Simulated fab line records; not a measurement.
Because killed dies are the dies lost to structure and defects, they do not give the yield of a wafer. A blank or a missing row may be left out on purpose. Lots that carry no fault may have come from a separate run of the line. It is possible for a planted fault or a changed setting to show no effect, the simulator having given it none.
Chamber matching / flow gf180mcu / 4 sister chambers for GF_V1_CMP_26 on cmp-01
The step polishes, stops on SiO2, t overpolish 15 s, target thk 0 nm. 4 wafers are shown with their chamber, then 9 later ones without.

## WAFERS WITH THEIR CHAMBER
wafer=L116.4; chamber=2; motor-current-A (A)=11.1
wafer=L117.4; chamber=1; motor-current-A (A)=11.0
wafer=L117.5; chamber=3; motor-current-A (A)=12.7
wafer=L117.6; chamber=0; motor-current-A (A)=11.2

## WAFERS MISSING THEIR CHAMBER
wafer=L118.3; motor-current-A (A)=11.3
wafer=L118.4; motor-current-A (A)=12.6
wafer=L118.5; motor-current-A (A)=11.1
wafer=L126.2; motor-current-A (A)=11.5
wafer=L126.3; motor-current-A (A)=12.5
wafer=L126.5; motor-current-A (A)=11.3
wafer=L128.1; motor-current-A (A)=10.4
wafer=L128.2; motor-current-A (A)=11.7
wafer=L128.3; motor-current-A (A)=12.9

## WHICH CHAMBER EACH WENT THROUGH
wafer=L118.3; from the rows above=can't be placed: 0 or 2 or 1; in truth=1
wafer=L118.4; from the rows above=3; in truth=3
wafer=L118.5; from the rows above=can't be placed: 2 or 0 or 1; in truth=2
wafer=L126.2; from the rows above=can't be placed: 0 or 2 or 1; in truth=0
wafer=L126.3; from the rows above=3; in truth=3
wafer=L126.5; from the rows above=can't be placed: 0 or 2 or 1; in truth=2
wafer=L128.1; from the rows above=can't be placed: 1 or 2 or 0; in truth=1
wafer=L128.2; from the rows above=can't be placed: 0 or 2 or 1 or 3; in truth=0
wafer=L128.3; from the rows above=3; in truth=3
Correct placement for 3 of the 9. Cannot be placed on the basis of these rows: 6; the candidates contain the true chamber in 6. Number placed wrongly: 0.
How it was worked out, from the rows above alone: a wafer's distance from a chamber is the root of the sum, over the readings, of the square of ((its reading less the chamber's mean) divided by the reading's scatter). The wafer belongs to the nearest chamber; if the next one is less than 2 further off, it can't be placed. A chamber's mean is the mean of its shown wafers. The scatter: root of mean squared gap, hidden wafer to nearest shown wafer, with one shown wafer a chamber.
